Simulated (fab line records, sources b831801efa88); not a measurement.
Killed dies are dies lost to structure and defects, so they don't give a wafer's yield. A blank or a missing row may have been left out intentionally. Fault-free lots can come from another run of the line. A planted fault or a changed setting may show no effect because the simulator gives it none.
fab line records	flow sky130
[record] lots = 12	wafers = 36	last-day = 50
route steps=708 shown VIA4@659 METAL5@661 PASSIVATION@682 PAD_OPEN@706
lots with no fault: from the same line, run without faults
start-h: hours from the record's opening day to when the first of the lot's shown wafers began	wait-h: time in hours since the lot's previous step	" the same as in the row above	L1.1+2: several wafers, shown together as one row	- no value, or no start given	* or withheld: withheld	< > ~ a bound
route shown NAME@n: a module of which the file shows steps, and the number in the route of the first	usual: mean/standard deviation of fault-free wafers	same: alike in all rows	chamber/n: place in a boat	sites: per-site readings	_std_site: their standard deviation	_edge_site: inner sites' mean taken away from outer sites' mean	radius-mm: how far each site lies from the wafer's centre	mask NAME#n: copy n	behind: the last tool/chamber to shape the wafer	hold: what put the lot on hold/how long, in hours/how the hold closed	device: the transistor (n, p or np) that didn't switch	end of line: the route-end tests of the same wafers	where a step has no rows: the recipe by itself	killed: not the wafer's yield, but the dies lost to structure and defects at the first sort	map: a wafer's dies, x killed, . not, _ none there
set.NAME: the setting the step ran with; set.NAME@STEP: the setting that earlier step ran with	model.NAME: the simulator's own value behind a step, which no gauge read
a sample of lots followed through the steps of the route, with each step as a table and each wafer as a row
services: a tool's chamber out of use, with start hour (start-h, from the record's first day; less than 0 if before it), hours out, and reason
[[steps]]
[step SKY_VIA4_THK_MEAS_20]
[recipe] thk-meas-gauge = xrf	reads = W_of_VIA4_CVD_18
[usual] VIA4_W_THK = 505/6.7
lot.wafer	tool	chamber	start-h	wait-h	VIA4_W_THK[nm]
L128.1	film-metro-02	-	1007.51	0.1	501
L128.2	"	-	"	"	509
L128.6	"	-	"	"	507
L129.2	film-metro-02	-	1010.50	0.1	497
L129.3	"	-	"	"	501
L129.6	"	-	"	"	503
L130.2	film-metro-02	-	1018.27	0.1	499
L130.3	"	-	"	"	500
L130.4	"	-	"	"	504
L131.2	film-metro-03	-	1028.81	0.1	492
L131.4	"	-	"	"	495
L131.5	"	-	"	"	502
L132.1	film-metro-02	-	1034.11	0.1	506
L132.3	"	-	"	"	509
L132.5	"	-	"	"	506
L135.1	film-metro-01	-	1059.16	0.1	510
L135.3	"	-	"	"	499
L135.4	"	-	"	"	513
L137.1	film-metro-03	-	1067.19	0.1	500
L137.2	"	-	"	"	514
L137.6	"	-	"	"	501
L136.2	film-metro-02	-	1072.98	0.1	510
L136.4	"	-	"	"	507
L136.5	"	-	"	"	519
L138.1	film-metro-02	-	1074.51	0.1	505
L138.4	"	-	"	"	507
L138.5	"	-	"	"	507
L142.1	film-metro-03	-	1103.42	0.1	522
L142.2	"	-	"	"	517
L142.6	"	-	"	"	516
L146.1	film-metro-02	-	1122.06	0.1	504
L146.4	"	-	"	"	498
L146.6	"	-	"	"	492
L150.1	film-metro-01	-	1155.41	0.1	493
L150.3	"	-	"	"	499
L150.5	"	-	"	"	494
[step SKY_METAL5_SPUTTER_00]
[recipe] material = Ti	target-thk-nm = 15	power-w = 3000	time-s = 10	chamber-pressure-pa = 0.4
[usual] throttle-valve-pct = 29.6/1.2
lot.wafer	tool	chamber	start-h	wait-h	throttle-valve-pct
L128.1	pvd-sputter-01	-	1007.87	0.1	31.6
L128.2	"	-	"	"	31.4
L128.6	"	-	"	"	28.2
L129.2	pvd-sputter-02	-	1010.85	0.1	29.2
L129.3	"	-	"	"	29.1
L129.6	"	-	"	"	28.1
L130.2	pvd-sputter-02	-	1018.62	0.2	29.4
L130.3	"	-	"	"	28.0
L130.4	"	-	"	"	29.3
L131.2	pvd-sputter-04	-	1029.16	0.1	28.8
L131.4	"	-	"	"	30.8
L131.5	"	-	"	"	31.0
L132.1	pvd-sputter-04	-	1034.47	0.1	30.3
L132.3	"	-	"	"	30.9
L132.5	"	-	"	"	30.5
L135.1	pvd-sputter-04	-	1060.06	0.2	30.4
L135.3	"	-	"	"	28.6
L135.4	"	-	"	"	30.9
L137.1	pvd-sputter-01	-	1067.59	0.2	31.1
L137.2	"	-	"	"	28.4
L137.6	"	-	"	"	28.1
L136.2	pvd-sputter-02	-	1073.58	0.1	28.4
L136.4	"	-	"	"	28.0
L136.5	"	-	"	"	28.3
L138.1	pvd-sputter-02	-	1075.04	0.2	28.0
L138.4	"	-	"	"	29.3
L138.5	"	-	"	"	28.3
L142.1	pvd-sputter-04	-	1103.78	0.2	30.9
L142.2	"	-	"	"	30.7
L142.6	"	-	"	"	31.0
L146.1	pvd-sputter-02	-	1122.42	0.2	29.2
L146.4	"	-	"	"	28.4
L146.6	"	-	"	"	29.3
L150.1	pvd-sputter-04	-	1155.77	0.2	28.9
L150.3	"	-	"	"	30.8
L150.5	"	-	"	"	30.3
[step SKY_PASSIVATION_THK_MEAS_01]
[recipe] reads = SiO2_of_PASSIVATION_CVD_00
[usual] PASSIVATION_CVD_00_THK = 89.9/1.5
lot.wafer	tool	chamber	start-h	wait-h	PASSIVATION_CVD_00_THK[nm]
L128.1	film-metro-03	-	1031.71	-	88.1
L128.2	"	-	"	"	88.3
L128.6	"	-	"	"	90.2
L129.2	film-metro-01	-	1034.31	-	87.7
L129.3	"	-	"	"	88.6
L129.6	"	-	"	"	90.3
L130.2	film-metro-04	-	1042.41	-	88.8
L130.3	"	-	"	"	87.9
L130.4	"	-	"	"	89.2
L131.2	film-metro-04	-	1052.16	-	88.3
L131.4	"	-	"	"	91.3
L131.5	"	-	"	"	90.4
L132.1	film-metro-04	-	1057.30	-	88.6
L132.3	"	-	"	"	90.0
L132.5	"	-	"	"	89.9
L135.1	film-metro-01	-	1082.15	-	89.5
L135.3	"	-	"	"	89.7
L135.4	"	-	"	"	93.5
L137.1	film-metro-01	-	1089.46	-	88.3
L137.2	"	-	"	"	85.5
L137.6	"	-	"	"	89.3
L136.2	film-metro-04	-	1095.01	-	87.4
L136.4	"	-	"	"	89.2
L136.5	"	-	"	"	89.3
L138.1	film-metro-04	-	1096.96	-	89.2
L138.4	"	-	"	"	91.0
L138.5	"	-	"	"	89.8
L142.1	film-metro-04	-	1124.47	-	88.4
L142.2	"	-	"	"	89.9
L142.6	"	-	"	"	88.9
L146.1	film-metro-04	-	1143.05	-	89.1
L146.4	"	-	"	"	89.6
L146.6	"	-	"	"	91.1
L150.1	film-metro-03	-	1174.11	-	90.9
L150.3	"	-	"	"	90.4
L150.5	"	-	"	"	92.9
[step SKY_PAD_OPEN_ANNEAL_12]
[recipe] temp-c = 400	time-s = withheld	ambient = N2/H2	idle-temp-c = 300	ramp-up-c-per-min = 8	ramp-down-c-per-min = 4
[usual] ramp-down-c-per-min = 4.0001/0.00075	ramp-up-c-per-min = 8.0000/0.0013
lot.wafer	tool	chamber	start-h	wait-h	ramp-down-c-per-min	ramp-up-c-per-min
L128.1	furnace-01	0	1075.57	0.0	4.0002	8.0007
L128.2	"	0	"	"	3.9995	8.0012
L128.6	"	0	"	"	3.9992	8.0013
L129.2	furnace-02	0	1078.06	0.0	3.9994	8.0007
L129.3	"	0	"	"	4.0009	7.9980
L129.6	"	0	"	"	4.0010	8.0012
L130.2	furnace-01	0	1085.78	0.0	3.9985	8.0008
L130.3	"	0	"	"	4.0000	8.0022
L130.4	"	0	"	"	4.0001	7.9987
L131.2	furnace-02	0	1094.87	0.0	4.0004	7.9997
L131.4	"	0	"	"	4.0002	7.9992
L131.5	"	0	"	"	4.0001	7.9998
L132.1	furnace-01	0	1101.36	0.0	3.9996	8.0006
L132.3	"	0	"	"	4.0008	7.9998
L132.5	"	0	"	"	4.0002	7.9982
L135.1	furnace-01	0	1123.28	0.0	4.0007	8.0018
L135.3	"	0	"	"	4.0005	7.9996
L135.4	"	0	"	"	3.9987	7.9997
L137.1	furnace-02	-	1130.46	0.0	-	-
L137.2	"	-	"	"	-	-
L137.6	"	-	"	"	-	-
L136.2	furnace-01	-	1134.83	0.0	-	-
L136.4	"	-	"	"	-	-
L136.5	"	-	"	"	-	-
L138.1	furnace-02	-	1136.93	0.0	-	-
L138.4	"	-	"	"	-	-
L138.5	"	-	"	"	-	-
L142.1	furnace-02	0	1162.77	0.0	4.0005	7.9997
L142.2	"	0	"	"	4.0007	8.0019
L142.6	"	0	"	"	3.9991	8.0020
L146.1	furnace-02	0	1179.02	0.0	3.9999	8.0023
L146.4	"	0	"	"	4.0008	8.0020
L146.6	"	0	"	"	4.0008	8.0025
L150.1	furnace-01	0	1206.41	0.0	4.0005	7.9997
L150.3	"	0	"	"	3.9994	7.9983
L150.5	"	0	"	"	3.9992	8.0001
[step SKY_PAD_OPEN_BOW_MEAS_13]
[recipe] mode = bow
[usual] PAD_OPEN_BOW = 48/9.4
lot.wafer	tool	chamber	start-h	wait-h	PAD_OPEN_BOW[um]
L128.1	film-metro-02	-	1077.07	-	45
L128.2	"	-	"	"	48
L128.6	"	-	"	"	39
L129.2	film-metro-01	-	1079.58	-	60
L129.3	"	-	"	"	56
L129.6	"	-	"	"	47
L130.2	film-metro-02	-	1087.30	-	46
L130.3	"	-	"	"	60
L130.4	"	-	"	"	63
L131.2	film-metro-01	-	1096.39	-	52
L131.4	"	-	"	"	44
L131.5	"	-	"	"	53
L132.1	film-metro-02	-	1102.86	-	44
L132.3	"	-	"	"	51
L132.5	"	-	"	"	48
L135.1	film-metro-02	-	1124.78	-	43
L135.3	"	-	"	"	56
L135.4	"	-	"	"	62
L137.1	film-metro-04	-	1131.96	-	110
L137.2	"	-	"	"	126
L137.6	"	-	"	"	120
L136.2	film-metro-02	-	1136.35	-	105
L136.4	"	-	"	"	111
L136.5	"	-	"	"	110
L138.1	film-metro-04	-	1138.43	-	101
L138.4	"	-	"	"	97
L138.5	"	-	"	"	103
L142.1	film-metro-02	-	1164.27	-	49
L142.2	"	-	"	"	55
L142.6	"	-	"	"	50
L146.1	film-metro-01	-	1180.52	-	65
L146.4	"	-	"	"	56
L146.6	"	-	"	"	51
L150.1	film-metro-04	-	1207.91	-	32
L150.3	"	-	"	"	52
L150.5	"	-	"	"	38
[step SKY_PAD_OPEN_PROBE_99]
[usual] defect-limited-yield = 82.5/1.9	killed_at_M0_to_M3 = 42/6.9	killed_at_M4_up = 3.2/1.7	killed-at-contacts = 25/5.1	killed-at-front-end = 15/4.5	killed-at-other = 0.4/0.63	killed-dies = 86/9.3	killed-open = 46/7	killed-short = 39/6.9	sort_bin_3_pad_short = 0.9/0.45	sort_bin_5_function = 10.4/1.5	sort_bin_6_memory = 6.3/1.1	sort-n-pass = 406/9.3	sort-yield-pct = 82.5/1.9
[same] gross-dies = 492	killed-at-back-side = 0	sort_bin_4_leakage[%] = 0	sort_bin_8_speed[%] = 0
lot.wafer	tool	chamber	start-h	wait-h	defect-limited-yield[%]	killed_at_M0_to_M3	killed_at_M4_up	killed-at-contacts	killed-at-front-end	killed-at-other	killed-dies	killed-open	killed-short	sort_bin_3_pad_short[%]	sort_bin_5_function[%]	sort_bin_6_memory[%]	sort-n-pass	sort-yield-pct[%]
L135.1	prober-02	-	1124.90	0.1	81.7	47	3	25	15	0	90	50	40	0.6	9.6	8.1	402	81.7
L135.3	prober-02	-	1125.00	0.2	85.4	47	2	13	9	1	72	32	39	1.0	9.3	4.3	420	85.4
L135.4	prober-02	-	1125.05	0.2	83.9	48	5	20	6	0	79	43	36	0.2	7.9	7.9	413	83.9
L136.2	prober-01	-	1136.50	0.1	82.9	42	3	26	13	0	84	45	38	0.6	11.0	5.5	408	82.9
L136.4	prober-01	-	1136.60	0.2	84.1	38	3	20	17	0	78	43	35	0.2	10.4	5.3	414	84.1
L136.5	prober-01	-	1136.65	0.2	80.7	50	6	21	18	0	95	49	46	1.0	11.4	6.9	397	80.7
// killed by level:class
L135.1 LI_CONTACT:geometric-particle:open=10 VIA1:geometric-particle:open=9 CONTACT:geometric-particle:open=8 VIA2:geometric-particle:open=7 VIA3:geometric-particle:open=7 METAL2:geometric-particle:short=6 METAL3:geometric-particle:short=6 FIELD_ISO:geometric-particle:short=4
L135.3 VIA1:geometric-particle:open=10 METAL1:geometric-particle:short=8 METAL2:geometric-particle:short=5 CONTACT:geometric-particle:open=5 VIA3:geometric-particle:open=5 VIA1:geometric-particle:short=5 VIA3:geometric-particle:short=4 POLY_GATE:geometric-particle:short=3
L135.4 CONTACT:geometric-particle:open=13 METAL1:geometric-particle:short=9 METAL2:geometric-particle:short=8 VIA1:geometric-particle:short=5 VIA2:geometric-particle:open=5 METAL3:geometric-particle:short=5 LI_CONTACT:geometric-particle:open=4 VIA1:geometric-particle:open=4
L136.2 VIA1:geometric-particle:open=11 CONTACT:geometric-particle:open=9 LI_CONTACT:geometric-particle:open=7 METAL1:geometric-particle:short=7 VIA2:geometric-particle:open=5 CONTACT:geometric-particle:short=4 POLY_GATE:geometric-particle:short=4 LOCAL_INTERCONNECT:geometric-particle:short=4
L136.4 VIA1:geometric-particle:open=10 VIA2:geometric-particle:open=6 FIELD_ISO:geometric-particle:open=5 CONTACT:geometric-particle:open=5 METAL2:geometric-particle:short=5 LI_CONTACT:geometric-particle:open=4 LOCAL_INTERCONNECT:geometric-particle:short=4 CONTACT:geometric-particle:short=4
L136.5 VIA1:geometric-particle:open=11 CONTACT:geometric-particle:open=10 VIA2:geometric-particle:open=9 VIA1:geometric-particle:short=6 METAL2:geometric-particle:short=6 POLY_GATE:geometric-particle:short=5 VIA2:geometric-particle:short=5 METAL4:geometric-particle:short=5
[[services]]
tool	chamber	start-h	hours	kind
furnace-01	-	996.48	3.2	pm
pvd-sputter-01	-	1002.54	1.3	repair
pvd-sputter-02	0	1025.53	-	consumable-replace:kit
pvd-sputter-02	0	1025.53	18.0	scheduled-down
pvd-sputter-02	0	1025.53	18.0	vent-cycle
pvd-sputter-04	0	1029.33	-	consumable-replace:kit
pvd-sputter-04	0	1029.33	18.0	scheduled-down
pvd-sputter-04	0	1029.33	18.0	vent-cycle
pvd-sputter-01	1	1031.14	-	consumable-replace:kit
pvd-sputter-02	-	1064.29	6.9	repair
pvd-sputter-02	-	1088.73	0.6	repair
pvd-sputter-01	-	1096.54	8.8	repair
furnace-02	-	1110.22	4.0	pm
pvd-sputter-02	3	1126.04	-	consumable-replace:kit
pvd-sputter-02	3	1126.04	18.0	scheduled-down
pvd-sputter-02	3	1126.04	18.0	vent-cycle
furnace-01	-	1140.09	2.7	pm
pvd-sputter-02	-	1149.42	7.1	repair
pvd-sputter-04	3	1155.93	-	consumable-replace:kit
pvd-sputter-04	3	1155.93	18.0	scheduled-down
pvd-sputter-04	3	1155.93	18.0	vent-cycle
pvd-sputter-02	-	1166.20	3.6	repair
pvd-sputter-04	-	1187.65	6.3	repair
pvd-sputter-04	-	1188.32	3.9	repair
[[key]]
[first-sign] step = SKY_PAD_OPEN_ANNEAL_12	reading = tool-record	direction = missing
[effect] step = SKY_PAD_OPEN_BOW_MEAS_13	reading = PAD_OPEN_BOW	direction = up	sigmas = 6.5	usual = 48	struck = 109
met-at SKY_PAD_OPEN_ANNEAL_12
struck-lots L136,L137,L138
not-acting-at SKY_VIA4_THK_MEAS_20,SKY_METAL5_SPUTTER_00,SKY_PASSIVATION_THK_MEAS_01
onset-between 1123.28 1130.46
[fault] kind = skipped-step-whole	tool = furnace-01,furnace-02	chamber = -	onset-h = 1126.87	steps = SKY_PAD_OPEN_ANNEAL_12	scope = struck-lots-only
